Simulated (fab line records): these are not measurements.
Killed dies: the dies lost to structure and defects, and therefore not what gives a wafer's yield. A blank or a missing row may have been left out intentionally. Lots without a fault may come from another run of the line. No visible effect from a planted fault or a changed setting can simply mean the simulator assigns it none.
Chamber matching    flow gf180mcu    GF_SAB_ETCH_11 on rie diel-03 has 4 sister chambers
The step etches SiO2 in C4F8/O2/Ar, target depth 55 nm, time 8.5 s. 14 wafers are shown with their chamber, then 7 later ones without.

## WAFERS WITH THEIR CHAMBER
wafer   chamber  oes product au (a.u.)  bias w (W)
L644.2  3        0.993                  1202
L644.3  2        0.998                  1200
L644.6  0        0.991                  1202
L647.1  1        1.013                  1195
L647.3  3        1.003                  1207
L647.6  2        1.003                  1198
L652.3  3        1.005                  1199
L652.4  1        1.017                  1204
L652.6  0        0.997                  1204
L656.1  2        1.003                  1199
L656.3  1        1.011                  1193
L656.6  3        0.999                  1201
L657.1  3        0.992                  1200
L657.3  2        0.991                  1202

SIGNATURES (means of the wafers above)
reading         chamber 0  chamber 1  chamber 2  chamber 3  scatter within a chamber
oes product au  0.99400    1.01367    0.99875    0.99840    0.00518
bias w          1203.00    1197.33    1199.75    1201.80    3.44
Rule: a wafer's distance from a chamber is the root of the sum, over the readings, of the square of ((its reading less the chamber's mean) divided by the reading's scatter). The wafer belongs to the nearest chamber; if the next one is less than 2 further off, it can't be placed. How the scatter is found: for the shown wafers, subtract from each reading the mean of its chamber, square and add these, divide the total by (wafers less chambers), then take the root.

## WAFERS WITH NO CHAMBER GIVEN
wafer   oes product au (a.u.)  bias w (W)
L657.4  0.991                  1200
L661.1  0.998                  1198
L661.2  0.996                  1199
L661.5  0.998                  1201
L663.4  0.986                  1197
L663.5  0.992                  1199
L663.6  1.019                  1201

## THE CHAMBER EACH PASSED THROUGH
wafer   from the rows above           in truth
L657.4  can't be placed: 0 or 2 or 3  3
L661.1  can't be placed: 2 or 3 or 0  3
L661.2  can't be placed: 2 or 3 or 0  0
L661.5  can't be placed: 3 or 2 or 0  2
L663.4  can't be placed: 0 or 2 or 3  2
L663.5  can't be placed: 0 or 2 or 3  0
L663.6  1                             1
Correctly placed: 1 of 7. Not placeable from these rows: 6 (in 6, the candidates include the true chamber). Wrongly placed: 0.
